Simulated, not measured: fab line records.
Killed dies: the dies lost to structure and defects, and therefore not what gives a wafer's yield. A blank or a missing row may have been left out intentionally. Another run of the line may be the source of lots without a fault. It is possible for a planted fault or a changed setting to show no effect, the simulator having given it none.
Which tool did it? / flow gf180mcu / 24 lots with 72 wafers sampled at 4 steps, on a route of 602 steps

== WHAT THE GAUGES READ, wafer by wafer ==
GF_V3_THK_MEAS_25: measures by xrf.
lot=L074; measured=day 22 12:17; on=filmMetro-01; V3_W_THK (nm)=352 352 351
lot=L075; measured=day 22 17:49; on=filmMetro-03; V3_W_THK (nm)=345 338 349
lot=L076; measured=day 23 04:57; on=filmMetro-03; V3_W_THK (nm)=333 339 333
lot=L077; measured=day 23 09:01; on=filmMetro-01; V3_W_THK (nm)=354 352 357
lot=L078; measured=day 24 02:05; on=filmMetro-02; V3_W_THK (nm)=342 349 344
lot=L079; measured=day 24 02:45; on=filmMetro-03; V3_W_THK (nm)=337 341 338
lot=L080; measured=day 24 12:47; on=filmMetro-03; V3_W_THK (nm)=335 340 334
lot=L081; measured=day 24 23:41; on=filmMetro-01; V3_W_THK (nm)=347 347 350
lot=L082; measured=day 25 06:26; on=filmMetro-02; V3_W_THK (nm)=347 350 341
lot=L083; measured=day 25 13:11; on=filmMetro-03; V3_W_THK (nm)=336 338 333
lot=L084; measured=day 25 20:32; on=filmMetro-01; V3_W_THK (nm)=351 349 351
lot=L085; measured=day 26 05:05; on=filmMetro-01; V3_W_THK (nm)=348 347 344
lot=L086; measured=day 26 14:29; on=filmMetro-02; V3_W_THK (nm)=340 340 339
lot=L087; measured=day 26 19:44; on=filmMetro-01; V3_W_THK (nm)=342 348 346
lot=L088; measured=day 27 03:17; on=filmMetro-01; V3_W_THK (nm)=341 347 346
lot=L089; measured=day 28 00:13; on=filmMetro-03; V3_W_THK (nm)=332 334 327
lot=L090; measured=day 28 02:14; on=filmMetro-02; V3_W_THK (nm)=339 335 340
lot=L091; measured=day 28 14:59; on=filmMetro-03; V3_W_THK (nm)=347 340 334
lot=L092; measured=day 28 16:30; on=filmMetro-02; V3_W_THK (nm)=342 338 346
lot=L093; measured=day 29 03:26; on=filmMetro-03; V3_W_THK (nm)=338 343 335
lot=L094; measured=day 29 06:01; on=filmMetro-01; V3_W_THK (nm)=350 347 344
lot=L095; measured=day 29 12:35; on=filmMetro-03; V3_W_THK (nm)=336 335 339
lot=L096; measured=day 29 16:29; on=filmMetro-02; V3_W_THK (nm)=340 335 339
lot=L097; measured=day 30 01:19; on=filmMetro-02; V3_W_THK (nm)=341 339 338

GF_V5_THK_MEAS_03.
lot=L074; measured=day 26 08:19; on=filmMetro-01; V5_CVD_02_THK (nm)=1415 1442 1431
lot=L075; measured=day 26 14:48; on=filmMetro-01; V5_CVD_02_THK (nm)=1427 1417 1439
lot=L076; measured=day 26 23:41; on=filmMetro-02; V5_CVD_02_THK (nm)=1423 1412 1444
lot=L077; measured=day 27 03:32; on=filmMetro-03; V5_CVD_02_THK (nm)=1442 1454 1489
lot=L078; measured=day 27 19:51; on=filmMetro-03; V5_CVD_02_THK (nm)=1416 1420 1437
lot=L079; measured=day 27 20:28; on=filmMetro-01; V5_CVD_02_THK (nm)=1456 1485 1497
lot=L080; measured=day 28 03:52; on=filmMetro-02; V5_CVD_02_THK (nm)=1404 1426 1418
lot=L081; measured=day 28 17:31; on=filmMetro-02; V5_CVD_02_THK (nm)=1432 1443 1462
lot=L082; measured=day 28 20:17; on=filmMetro-02; V5_CVD_02_THK (nm)=1460 1486 1464
lot=L083; measured=day 29 01:57; on=filmMetro-02; V5_CVD_02_THK (nm)=1451 1471 1501
lot=L084; measured=day 29 09:39; on=filmMetro-03; V5_CVD_02_THK (nm)=1418 1433 1431
lot=L085; measured=day 29 17:01; on=filmMetro-01; V5_CVD_02_THK (nm)=1411 1440 1435
lot=L086; measured=day 30 06:23; on=filmMetro-02; V5_CVD_02_THK (nm)=1432 1410 1452
lot=L087; measured=day 30 06:35; on=filmMetro-02; V5_CVD_02_THK (nm)=1456 1423 1480
lot=L088; measured=day 30 11:40; on=filmMetro-01; V5_CVD_02_THK (nm)=1446 1467 1459
lot=L089; measured=day 31 08:56; on=filmMetro-03; V5_CVD_02_THK (nm)=1499 1490 1496
lot=L090; measured=day 31 10:35; on=filmMetro-01; V5_CVD_02_THK (nm)=1452 1456 1461
lot=L091; measured=day 31 20:52; on=filmMetro-02; V5_CVD_02_THK (nm)=1443 1436 1453
lot=L092; measured=day 31 23:41; on=filmMetro-01; V5_CVD_02_THK (nm)=1443 1460 1457
lot=L093; measured=day 32 08:17; on=filmMetro-03; V5_CVD_02_THK (nm)=1446 1433 1460
lot=L094; measured=day 32 09:27; on=filmMetro-01; V5_CVD_02_THK (nm)=1433 1450 1452
lot=L095; measured=day 32 16:21; on=filmMetro-01; V5_CVD_02_THK (nm)=1429 1417 1442
lot=L096; measured=day 32 19:17; on=filmMetro-03; V5_CVD_02_THK (nm)=1461 1464 1468
lot=L097; measured=day 33 02:18; on=filmMetro-03; V5_CVD_02_THK (nm)=1478 1453 1470

== EACH LOT AND THE TOOL THAT RAN IT (in order: tool; ch and the chambers of the sampled wafers; start) ==
lot=L074; GF_M1_SPUTTER_03=pvdSputter-03, day 16 05:15; GF_V1_SPUTTER_22=pvdSputter-02, day 18 04:04
lot=L075; GF_M1_SPUTTER_03=pvdSputter-02, day 16 12:43; GF_V1_SPUTTER_22=pvdSputter-02, day 18 12:06
lot=L076; GF_M1_SPUTTER_03=pvdSputter-01, day 16 22:14; GF_V1_SPUTTER_22=pvdSputter-04, day 18 22:24
lot=L077; GF_M1_SPUTTER_03=pvdSputter-01, day 17 03:50; GF_V1_SPUTTER_22=pvdSputter-04, day 19 03:55
lot=L078; GF_M1_SPUTTER_03=pvdSputter-02, day 17 20:57; GF_V1_SPUTTER_22=pvdSputter-01, day 19 23:06
lot=L079; GF_M1_SPUTTER_03=pvdSputter-03, day 17 21:15; GF_V1_SPUTTER_22=pvdSputter-02, day 19 23:16
lot=L080; GF_M1_SPUTTER_03=pvdSputter-01, day 18 09:07; GF_V1_SPUTTER_22=pvdSputter-04, day 20 11:13
lot=L081; GF_M1_SPUTTER_03=pvdSputter-02, day 18 19:06; GF_V1_SPUTTER_22=pvdSputter-02, day 20 21:38
lot=L082; GF_M1_SPUTTER_03=pvdSputter-02, day 19 02:01; GF_V1_SPUTTER_22=pvdSputter-01, day 21 05:04
lot=L083; GF_M1_SPUTTER_03=pvdSputter-03, day 19 11:31; GF_V1_SPUTTER_22=pvdSputter-04, day 21 13:02
lot=L084; GF_M1_SPUTTER_03=pvdSputter-01, day 19 17:46; GF_V1_SPUTTER_22=pvdSputter-01, day 21 19:58
lot=L085; GF_M1_SPUTTER_03=pvdSputter-02, day 20 03:29; GF_V1_SPUTTER_22=pvdSputter-01, day 22 04:45
lot=L086; GF_M1_SPUTTER_03=pvdSputter-02, day 20 14:49; GF_V1_SPUTTER_22=pvdSputter-02, day 22 16:16
lot=L087; GF_M1_SPUTTER_03=pvdSputter-03, day 20 21:06; GF_V1_SPUTTER_22=pvdSputter-02, day 22 23:33
lot=L088; GF_M1_SPUTTER_03=pvdSputter-03, day 21 06:17; GF_V1_SPUTTER_22=pvdSputter-02, day 23 07:16
lot=L089; GF_M1_SPUTTER_03=pvdSputter-01, day 22 05:58; GF_V1_SPUTTER_22=pvdSputter-04, day 24 06:07
lot=L090; GF_M1_SPUTTER_03=pvdSputter-03, day 22 07:42; GF_V1_SPUTTER_22=pvdSputter-04, day 24 07:25
lot=L091; GF_M1_SPUTTER_03=pvdSputter-03, day 22 22:33; GF_V1_SPUTTER_22=pvdSputter-04, day 24 22:33
lot=L092; GF_M1_SPUTTER_03=pvdSputter-03, day 23 00:19; GF_V1_SPUTTER_22=pvdSputter-02, day 24 22:43
lot=L093; GF_M1_SPUTTER_03=pvdSputter-02, day 23 15:34; GF_V1_SPUTTER_22=pvdSputter-04, day 25 13:31
lot=L094; GF_M1_SPUTTER_03=pvdSputter-01, day 23 17:07; GF_V1_SPUTTER_22=pvdSputter-04, day 25 15:04
lot=L095; GF_M1_SPUTTER_03=pvdSputter-03, day 24 02:03; GF_V1_SPUTTER_22=pvdSputter-04, day 25 22:41
lot=L096; GF_M1_SPUTTER_03=pvdSputter-03, day 24 03:27; GF_V1_SPUTTER_22=pvdSputter-04, day 26 01:29
lot=L097; GF_M1_SPUTTER_03=pvdSputter-03, day 24 16:13; GF_V1_SPUTTER_22=pvdSputter-04, day 26 13:18
- GF_M1_SPUTTER_03: material Ti, target thk 10 nm, time 6.7 s.
- GF_V1_SPUTTER_22: material TiN, target thk 10 nm, time 40 s.

== WHAT THE TOOLS THEMSELVES READ (means of the sampled wafers that have a number; where no wafer has one, the mark that the record gives instead) ==
GF_M1_SPUTTER_03.
lot=L074; tool=pvdSputter-03; throttleValvePct (%)=29.6
lot=L075; tool=pvdSputter-02; throttleValvePct (%)=29.6
lot=L076; tool=pvdSputter-01; throttleValvePct (%)=30.5
lot=L077; tool=pvdSputter-01; throttleValvePct (%)=30.3
lot=L078; tool=pvdSputter-02; throttleValvePct (%)=29.0
lot=L079; tool=pvdSputter-03; throttleValvePct (%)=30.0
lot=L080; tool=pvdSputter-01; throttleValvePct (%)=30.1
lot=L081; tool=pvdSputter-02; throttleValvePct (%)=29.5
lot=L082; tool=pvdSputter-02; throttleValvePct (%)=31.1
lot=L083; tool=pvdSputter-03; throttleValvePct (%)=29.5
lot=L084; tool=pvdSputter-01; throttleValvePct (%)=30.0
lot=L085; tool=pvdSputter-02; throttleValvePct (%)=28.7
lot=L086; tool=pvdSputter-02; throttleValvePct (%)=30.2
lot=L087; tool=pvdSputter-03; throttleValvePct (%)=30.3
lot=L088; tool=pvdSputter-03; throttleValvePct (%)=30.2
lot=L089; tool=pvdSputter-01; throttleValvePct (%)=30.3
lot=L090; tool=pvdSputter-03; throttleValvePct (%)=29.6
lot=L091; tool=pvdSputter-03; throttleValvePct (%)=29.9
lot=L092; tool=pvdSputter-03; throttleValvePct (%)=30.0
lot=L093; tool=pvdSputter-02; throttleValvePct (%)=29.6
lot=L094; tool=pvdSputter-01; throttleValvePct (%)=30.3
lot=L095; tool=pvdSputter-03; throttleValvePct (%)=29.5
lot=L096; tool=pvdSputter-03; throttleValvePct (%)=30.1
lot=L097; tool=pvdSputter-03; throttleValvePct (%)=29.7

GF_V1_SPUTTER_22.
lot=L074; tool=pvdSputter-02; throttleValvePct (%)=31.0
lot=L075; tool=pvdSputter-02; throttleValvePct (%)=30.8
lot=L076; tool=pvdSputter-04; throttleValvePct (%)=30.1
lot=L077; tool=pvdSputter-04; throttleValvePct (%)=30.6
lot=L078; tool=pvdSputter-01; throttleValvePct (%)=30.4
lot=L079; tool=pvdSputter-02; throttleValvePct (%)=31.2
lot=L080; tool=pvdSputter-04; throttleValvePct (%)=30.5
lot=L081; tool=pvdSputter-02; throttleValvePct (%)=30.1
lot=L082; tool=pvdSputter-01; throttleValvePct (%)=30.4
lot=L083; tool=pvdSputter-04; throttleValvePct (%)=30.1
lot=L084; tool=pvdSputter-01; throttleValvePct (%)=30.4
lot=L085; tool=pvdSputter-01; throttleValvePct (%)=30.3
lot=L086; tool=pvdSputter-02; throttleValvePct (%)=30.1
lot=L087; tool=pvdSputter-02; throttleValvePct (%)=30.4
lot=L088; tool=pvdSputter-02; throttleValvePct (%)=30.5
lot=L089; tool=pvdSputter-04; throttleValvePct (%)=29.9
lot=L090; tool=pvdSputter-04; throttleValvePct (%)=30.5
lot=L091; tool=pvdSputter-04; throttleValvePct (%)=30.7
lot=L092; tool=pvdSputter-02; throttleValvePct (%)=29.2
lot=L093; tool=pvdSputter-04; throttleValvePct (%)=30.6
lot=L094; tool=pvdSputter-04; throttleValvePct (%)=30.4
lot=L095; tool=pvdSputter-04; throttleValvePct (%)=30.2
lot=L096; tool=pvdSputter-04; throttleValvePct (%)=30.3
lot=L097; tool=pvdSputter-04; throttleValvePct (%)=30.4

== THE ANSWER, worked out from the rows above alone ==
Rule: the lots themselves supply what counts as usual. Put in order of their means at a reading, lots are off if they are a third of the lots or fewer, leave a main group of 4 or more, and stand apart from it by a gap of 3 or more times the standard deviation of the main group's means; of several such gaps the widest counts. If all means in a main group match to the digits the tables above print for the reading, that group is not used. Also off: a lot with no number at a reading for which 4 or more lots have one. The other lots that the step has rows for count as sound. Order of review: gauges by route order, followed by the tools' own readings, for which a lot's mean as printed above is used. The first step at which some lot is off is used, and at that step the reading that is off furthest; a lot without a number counts as furthest.
None of the lots is off at any reading shown; this tells nothing.

== WHAT WAS PUT IN BY THE SIMULATOR ==
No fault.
